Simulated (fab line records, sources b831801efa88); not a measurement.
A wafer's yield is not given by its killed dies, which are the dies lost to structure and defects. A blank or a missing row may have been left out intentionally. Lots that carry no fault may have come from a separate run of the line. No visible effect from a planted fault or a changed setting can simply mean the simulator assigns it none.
A struck lot beside a sound one -- flow gf180mcu -- 14 out of 602 route steps
Sound: these wafers, L701.3, L701.4, L701.6. Struck: wafers L692.1, L692.2, L692.5. Last of all comes the cause.
Per side, at each step with rows, come the tool, then ch with its chambers, and then its first start. Under that, the readings that differ: sound wafers -- struck wafers -- difference of the means -- sigmas: that difference in standard deviations of wafers without a fault.
alike: readings with means less than 2 such deviations apart, plus words and numbers identical on both sides. not compared: withheld readings, readings lacking a value on some wafer, bounds such as >300 that could conceal the same value, and numbers that have no deviation in the record and whose values overlap.
Wherever a step has rows on one side only, a row that says differs or no value, or a row with sigmas, the two part there. Numbers that don't overlap but have no deviation are shown without sigmas and don't part them. A reading missing from all wafers of one side parts the sides only when that side holds two or more wafers.

first, 5 steps without rows for these wafers: GF_V5_COAT_09 (resist thk 1000 nm); GF_V5_SOFTBAKE_10 (time 60 s); GF_V5_EXPOSE_11 (exposes mask Via5, target cd 260 nm); GF_V5_PEB_12 (peb time 90 s); GF_V5_DEVELOP_13 (develop time 60 s).
GF_V5_CD_MEAS_14: target cd 260 nm.
  sound on cd-sem-01 at day 32 05:58; struck on cd-sem-02 at day 29 20:07
reading,sound,struck,difference,sigmas
cd-nm (nm),261.3 261.7 260.8,258.4 257.8 257.6,-3.3,-3
GF_V5_OVL_MEAS_15:
  sound on overlay-02 at day 32 06:04; struck on overlay-01 at day 29 20:14
  alike: V5_OVL
GF_V5_ETCH_16: etches BARC in N2/H2.
  sound on rie-diel-03 ch 1,3, day 32 06:05; struck on rie-diel-01 ch 0,2, day 29 20:17
  alike: drypump-motor-current-A, oes-product-au, throttle-valve-pct
GF_V5_ETCH_17: etches SiO2 in C4F8/O2/Ar, stops on TiN, target depth 855 nm.
  sound on rie-diel-03 ch 1,3; struck on rie-diel-01 ch 0,2
  alike: oes-product-au
GF_V5_STRIP_18: strips in O2/N2.
  sound on plasma-asher-03 ch 0,1, day 32 06:16; struck on plasma-asher-03 ch 0,1, day 29 20:26
  alike: drypump-motor-current-A, heater-power-w, oes-product-au
  not compared: rf-hours-counter-h
then, 2 steps without rows for these wafers: GF_V5_STRIP_19 (strips in post etch residue remover, time 1200 s); GF_V5_CLEAN_20 (cleans in DIW).
GF_V5_SPUTTER_21: material Ti, target thk 15 nm, time 80.02 s.
  sound on pvd-sputter-04 at day 32 06:48; struck on pvd-sputter-03 at day 29 21:02
  no value came back on the struck wafers for cathode-dc-power-W (W), chamber-pressure-pa (Pa), throttle-valve-pct (%); on the sound wafers cathode-dc-power-W (W) reads 2500.1 2499.8 2498.9
GF_V5_SPUTTER_22: material TiN, target thk 10 nm, time 40 s.
  sound on pvd-sputter-04 at day 32 06:52; struck on pvd-sputter-03 at day 29 21:07
  alike: cathode-dc-power-W, chamber-pressure-pa, throttle-valve-pct

== WHERE THEY PART ==
Earliest at GF_V5_CD_MEAS_14; latest, in this record, at GF_V5_SPUTTER_21. Later steps at which nothing parts them and some readings are alike: GF_V5_SPUTTER_22.

WHY: the cause the simulator had injected
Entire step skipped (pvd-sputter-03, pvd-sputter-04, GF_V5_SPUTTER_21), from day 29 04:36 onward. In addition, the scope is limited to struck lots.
